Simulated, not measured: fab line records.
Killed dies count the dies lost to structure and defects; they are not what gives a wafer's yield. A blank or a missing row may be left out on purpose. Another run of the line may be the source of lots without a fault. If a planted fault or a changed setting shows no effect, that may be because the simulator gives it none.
A lot that was struck, set against a sound lot | flow sfqLine | 14 out of 325 route steps
Sound: wafers L615.3, L615.4, L615.6. Struck: wafer L627.1 (L627.4, L627.6, from the same lot, were not struck and are left out); the cause is given at the end.
Order at every step that has rows: each side's tool, ch and its chambers, its first start. Under that, the readings that differ: sound wafers | struck wafers | difference of the means | sigmas: that difference in standard deviations of wafers without a fault.
alike: same words and numbers on both sides, and readings whose means sit less than 2 such deviations apart. not compared: any withheld reading, any reading some wafer has no value for, any bound like >300 that may hide the same value, and any number with overlapping values for which the record gives no deviation.
Wherever a step has rows on one side only, a row that says differs or no value, or a row with sigmas, the two part there. Numbers that have no deviation but don't overlap get no sigmas and don't part them. A reading missing from all wafers of one side parts the sides only when that side holds two or more wafers.

SFQ_TRILAYER_R5_BARC_OPEN_METAL_ETCH_177: etches BARC in O2, target depth 125 nm, time 41.7 s.
  sound on rieMetal-01 ch 0,1, day 58 16:47; struck on rieMetal-02 ch 1, day 62 08:49
reading             | sound | struck | difference                   | sigmas
rfHoursCounterH (h) | - - - | 113    | no value on the sound wafers | 
  alike: drypumpMotorCurrentA, oesProductAu
SFQ_TRILAYER_R5_ETCH_METAL_ETCH_139: etches the open film in Cl2, stops on SiO2, target depth 60 nm, time 40 s.
  sound on rieMetal-01 ch 0,1, day 58 16:50; struck on rieMetal-02 ch 1, day 62 08:52
reading             | sound | struck | difference                   | sigmas
rfHoursCounterH (h) | - - - | 113    | no value on the sound wafers | 
  alike: drypumpMotorCurrentA, oesProductAu
SFQ_TRILAYER_R5_STRIP_STRIP_140: strips in O2.
  sound on rieMetal-01 ch 0,1, day 58 17:05; struck on rieMetal-02 ch 1, day 62 08:56
reading             | sound | struck | difference                   | sigmas
rfHoursCounterH (h) | - - - | 113    | no value on the sound wafers | 
  alike: drypumpMotorCurrentA, oesProductAu
then, 1 step without rows for these wafers: SFQ_TRILAYER_R5_STRIP_SOLV_CLEAN_141 (cleans in NMP, time 600 s).
SFQ_TRILAYER_A5C_DEP_PECVD_142: deposits SiO2 from SiH4/N2O, time 15.556 s, target thk 70 nm.
  sound on pecvd-04 ch 0,1, day 58 17:40; struck on pecvd-02 ch 1, day 62 09:43
  alike: heaterPowerW, throttleValvePct
then, 6 steps without rows for these wafers: SFQ_TRILAYER_I5_LITHO_COAT_149 (resist thk 62 nm); SFQ_TRILAYER_I5_LITHO_COAT_144 (resist thk 650 nm); SFQ_TRILAYER_I5_LITHO_SOFTBAKE_148; SFQ_TRILAYER_I5_LITHO_EXPOSE_145 (exposes mask I5, target cd 700 nm); SFQ_TRILAYER_I5_LITHO_PEB_147 (peb time 60 s); SFQ_TRILAYER_I5_LITHO_DEVELOP_146 (time 60 s).
-- the record jumps here: 5 days lie between the struck wafers' starts before and after --
SFQ_I5_OVL_MEAS_936:
  sound on overlay-02 at day 63 20:47; struck on overlay-01 at day 66 21:45
  alike: I5_OVL
SFQ_TRILAYER_I5_BARC_OPEN_VIA_ETCH_200: etches BARC in O2, target depth 125 nm, time 41.7 s.
  sound on rieDiel-04 ch 0,1,3, day 63 20:49; struck on rieDiel-04 ch 1, day 66 21:47
reading                                            | sound             | struck | difference | sigmas
model.KrF_of_TRILAYER_I5_LITHO_COAT_144.thkNm (nm) | 571.2 572.9 573.1 | 541.7  | -30.7      | 
  alike: drypumpMotorCurrentA, oesProductAu
  not compared: rfHoursCounterH, model.SiO2_of_TRILAYER_A5C_DEP_PECVD_142.thkNm
SFQ_TRILAYER_I5_ETCH_VIA_ETCH_147: etches the open film in CHF3, stops on Nb, target depth 360 nm.
  sound on rieDiel-04 ch 0,1,3, day 63 20:51; struck on rieDiel-04 ch 1, day 66 21:50
  alike: drypumpMotorCurrentA, oesProductAu

== WHERE THEY PART ==
Last at SFQ_TRILAYER_R5_STRIP_STRIP_140 as far as this record goes, first at SFQ_TRILAYER_R5_BARC_OPEN_METAL_ETCH_177. Later steps at which nothing parts them and some readings are alike: SFQ_TRILAYER_A5C_DEP_PECVD_142, SFQ_I5_OVL_MEAS_936, SFQ_TRILAYER_I5_BARC_OPEN_VIA_ETCH_200, SFQ_TRILAYER_I5_ETCH_VIA_ETCH_147.

WHY: what had been put in by the simulator
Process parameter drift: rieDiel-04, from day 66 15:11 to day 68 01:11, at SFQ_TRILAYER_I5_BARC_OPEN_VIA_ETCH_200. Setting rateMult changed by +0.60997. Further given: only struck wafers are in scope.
